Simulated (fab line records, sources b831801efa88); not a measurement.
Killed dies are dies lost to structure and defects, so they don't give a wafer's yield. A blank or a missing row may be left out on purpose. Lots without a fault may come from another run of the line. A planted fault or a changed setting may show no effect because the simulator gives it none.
A struck lot beside a sound one | flow sky130 | 18 steps out of a route of 708
Sound: wafers L656.1, L656.3, L656.4. Struck: wafer L660.6. (L660.2 of the same lot was not struck and is left out.) The cause comes at the end.
At each step with rows: each side's tool, then ch and its chambers, then its first start. Under that, the readings that differ: sound wafers | struck wafers | difference of the means | sigmas: that difference in standard deviations of wafers without a fault.
alike: readings whose means differ by less than 2 such deviations, and words and numbers that are the same on both sides. not compared: withheld readings, readings that some wafer has no value for, bounds like >300 that may hide the same value, and numbers for which the record gives no deviation and whose values overlap.
The two part at a step that has a row with sigmas, a row that says differs or no value, or rows on one side only. Numbers that don't overlap but have no deviation are shown without sigmas and don't part them. A reading that every wafer of one side lacks parts them only if that side has two wafers or more.

SKY_METAL5_STRIP_16: strips in O2/N2.
  sound on plasma_asher-04 ch 0,1, day 46 15:43; struck on plasma_asher-01 ch 0, day 48 15:58
  alike: drypump_motor_current_A, oes_product_au, strip_time_to_endpoint_s
  not compared: rf_hours_counter_h
then, 3 steps without rows for these wafers: SKY_METAL5_STRIP_17 (strips in post etch residue remover, time 1200 s); SKY_METAL5_CLEAN_18 (cleans in IPA, time 180 s); SKY_METAL5_CLEAN_19 (cleans in O3/DIW).
SKY_PASSIVATION_CVD_00: deposits SiO2, target thk 90 nm.
  sound on pecvd-02 ch 0,1, day 46 16:19; struck on pecvd-04 ch 1, day 48 16:36
  alike: heater_power_w
SKY_PASSIVATION_THK_MEAS_01:
  sound on film_metro-04, day 46 16:20; struck on film_metro-03, day 48 16:38
  alike: PASSIVATION_CVD_00_THK
SKY_PASSIVATION_CVD_02: deposits Si3N4, target thk 540 nm.
  sound on pecvd-03 ch 0,1,2, day 46 16:24; struck on pecvd-03 ch 1, day 48 16:41
  alike: heater_power_w
SKY_PASSIVATION_THK_MEAS_03:
  sound on film_metro-03, day 46 16:37; struck on film_metro-02, day 48 16:55
  alike: PASSIVATION_CVD_02_THK
then, 4 steps without rows for these wafers: SKY_PASSIVATION_DEHYDRATE_04 (time 60 s); SKY_PASSIVATION_HMDS_05 (prime time 60 s); SKY_PASSIVATION_COAT_06 (resist thk 3000 nm); SKY_PASSIVATION_SOFTBAKE_07.
SKY_PASSIVATION_EXPOSE_08: exposes mask NSM, target cd 3000 nm.
  sound on iline_stepper-02 ch 0, day 47 02:22; struck on iline_stepper-02 ch 0, day 49 01:24
  alike: mask, stage_vel_mm_s
then, 2 steps without rows for these wafers: SKY_PASSIVATION_PEB_09; SKY_PASSIVATION_DEVELOP_10 (develop time 60 s).
SKY_PASSIVATION_ETCH_11: etches the open film in CF4/O2, stops on AlCu, target depth 725 nm, time 161.1 s.
  sound on rie_diel-04 ch 0,1,3, day 47 11:42; struck on rie_diel-04 ch 0, day 49 10:58
  reading                      | sound          | struck | difference | sigmas
  model.PASSIVATION.cd_nm (nm) | 2990 2990 2988 | 3071   | +82        |
  alike: drypump_motor_current_A, oes_product_au, throttle_valve_pct
  not compared: rf_hours_counter_h
SKY_PASSIVATION_STRIP_12: strips in O2/N2.
  sound on plasma_asher-04 ch 0,1, day 47 11:49; struck on plasma_asher-03 ch 0, day 49 11:04
  alike: drypump_motor_current_A, oes_product_au, strip_time_to_endpoint_s
  not compared: rf_hours_counter_h
then, 1 step without rows for these wafers: SKY_PAD_OPEN_PROBE_99.

WHERE THEY PART
Nowhere in this record.

WHY: what the simulator had put in
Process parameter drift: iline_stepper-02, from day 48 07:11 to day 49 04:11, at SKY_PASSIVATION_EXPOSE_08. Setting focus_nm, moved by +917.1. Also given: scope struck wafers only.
